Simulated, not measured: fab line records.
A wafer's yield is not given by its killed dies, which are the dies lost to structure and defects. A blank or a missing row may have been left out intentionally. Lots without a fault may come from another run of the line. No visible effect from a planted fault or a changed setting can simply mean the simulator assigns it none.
Which tool is to blame? ; flow sky130 ; 33 wafers from 12 lots sampled at 4 of the route's 708 steps

== WHAT EACH GAUGE READ, for each wafer ==
SKY_LI_CONTACT_RS_MEAS_22: measurement is done with a four-point probe. Usual: LI_CONTACT_W_RS typically reads 0.286 ohm/sq, with standard deviation 0.0034.
lot;measured;on;LI_CONTACT_W_RS (ohm/sq);flag
L627;day 29 01:19;film_metro-03;0.287 0.291 0.287;
L632;day 31 07:11;film_metro-04;0.283 0.286 0.284;
L633;day 31 10:29;film_metro-04;0.283 0.292 0.287;
L634;day 31 15:29;film_metro-03;0.288 0.286 0.287;
L635;day 32 04:31;film_metro-04;0.284 0.287 0.285;
L636;day 32 09:05;film_metro-03;0.287 0.288 0.282;
L638;day 32 21:17;film_metro-01;0.287 0.287;
L640;day 33 13:43;film_metro-03;0.285 0.282;
L641;day 33 21:16;film_metro-01;0.281 0.282;
L648;day 36 01:36;film_metro-04;0.286 0.286 0.287;
L649;day 36 10:42;film_metro-01;0.288 0.288 0.288;
L650;day 36 13:01;film_metro-03;0.289 0.291 0.291;

SKY_LOCAL_INTERCONNECT_OVL_MEAS_12. Usual: LOCAL_INTERCONNECT_OVL typically reads 6 nm, with standard deviation 5.8.
lot;measured;on;LOCAL_INTERCONNECT_OVL (nm);flag
L627;day 30 05:53;overlay-01;9 0 5;
L632;day 32 11:16;overlay-02;4 1 -6;
L633;day 32 14:14;overlay-01;-1 -2 -3;
L634;day 32 19:19;overlay-02;2 9 7;
L635;day 33 07:41;overlay-02;8 14 7;
L636;day 33 12:40;overlay-01;-5 13 8;
L638;day 34 01:36;overlay-02;8 9;
L640;day 34 17:09;overlay-01;13 11;
L641;day 35 00:31;overlay-01;-3 -5;
L648;day 37 05:07;overlay-01;14 10 11;
L649;day 37 13:25;overlay-01;18 8 7;
L650;day 37 15:49;overlay-01;9 13 10;

SKY_CONTACT_THK_MEAS_03. Usual: CONTACT_HDPCVD_THK typically reads 562 nm, with standard deviation 6.
lot;measured;on;CONTACT_HDPCVD_THK (nm);flag
L627;day 30 06:49;film_metro-04;573 565 569;
L632;day 32 12:17;film_metro-02;557 552 559;
L633;day 32 15:12;film_metro-04;564 562 561;
L634;day 32 20:13;film_metro-04;572 556 561;
L635;day 33 08:36;film_metro-04;571 571 570;
L636;day 33 13:38;film_metro-02;568 561 560;
L638;day 34 02:31;film_metro-04;658 561 658 561;OFF
L640;day 34 18:04;film_metro-02;557 656 556 656;OFF
L641;day 35 01:26;film_metro-04;576 668 576 668;OFF
L648;day 37 06:04;film_metro-02;556 561 563;
L649;day 37 14:22;film_metro-01;549 549 557;
L650;day 37 16:52;film_metro-04;559 569 563;

== TOOL THAT RAN EACH LOT (tool first, then ch and the chambers of the sampled wafers, then the start) ==
lot;SKY_CONTACT_HDPCVD_02
L627;hdpcvd-02 ch 0,1,2, day 30 06:44
L632;hdpcvd-01 ch 1,2, day 32 12:12
L633;hdpcvd-01 ch 0,1,2, day 32 15:08
L634;hdpcvd-01 ch 0,2, day 32 20:08
L635;hdpcvd-02 ch 1,2, day 33 08:31
L636;hdpcvd-02 ch 1,2, day 33 13:32
L638;hdpcvd-02 ch 0,1, day 34 02:26
L640;hdpcvd-02 ch 0, day 34 17:59
L641;hdpcvd-02 ch 0,2, day 35 01:22
L648;hdpcvd-01 ch 0,1,2, day 37 06:00
L649;hdpcvd-02 ch 0,2, day 37 14:18
L650;hdpcvd-02 ch 0,1, day 37 16:48
- SKY_CONTACT_HDPCVD_02: deposits SiO2, target thk 565 nm, time 94.2 s.

== AS READ BY THE TOOLS THEMSELVES (means over the sampled wafers that have a number; for cases with no such wafer, the mark the record gives instead) ==
SKY_CONTACT_HDPCVD_02. Usual: run_length_s reads 122.3 s (standard deviation 0.33).
lot;tool;run_length_s (s);flag
L627;hdpcvd-02;122.7;
L632;hdpcvd-01;122.2;
L633;hdpcvd-01;122.4;
L634;hdpcvd-01;122.2;
L635;hdpcvd-02;122.4;
L636;hdpcvd-02;122.5;
L638;hdpcvd-02;130.4;OFF
L640;hdpcvd-02;130.3;OFF
L641;hdpcvd-02;130.2;OFF
L648;hdpcvd-01;122.2;
L649;hdpcvd-02;122.4;
L650;hdpcvd-02;122.5;

== THE ANSWER, worked out from the rows above alone ==
Rule: a lot is off if the mean of its wafers that have a number lies more than 3 standard deviations from the usual mean. A lot without any number at a reading at which 4 lots or more have one is off too. All remaining lots with rows at the step are treated as sound. The gauges are gone through in route order, then the tools' own readings, and for those a lot's mean is taken as printed above. At the first step where some lot is off, the reading lying furthest off is the one used; lots without a number count as furthest.
Off: at SKY_CONTACT_THK_MEAS_03 (CONTACT_HDPCVD_THK), L638, L640, L641.
A tool fits if, at a process step before that reading, it ran every lot that is off, and no sound lot after the first of them. Not tried: the gauges at SKY_CONTACT_THK_MEAS_03; whatever is off there is also off at SKY_CONTACT_HDPCVD_02, on other tools, and gauge error can't account for it. Not one of the candidates tried fits.

== WHAT THE SIMULATOR HAD INSERTED ==
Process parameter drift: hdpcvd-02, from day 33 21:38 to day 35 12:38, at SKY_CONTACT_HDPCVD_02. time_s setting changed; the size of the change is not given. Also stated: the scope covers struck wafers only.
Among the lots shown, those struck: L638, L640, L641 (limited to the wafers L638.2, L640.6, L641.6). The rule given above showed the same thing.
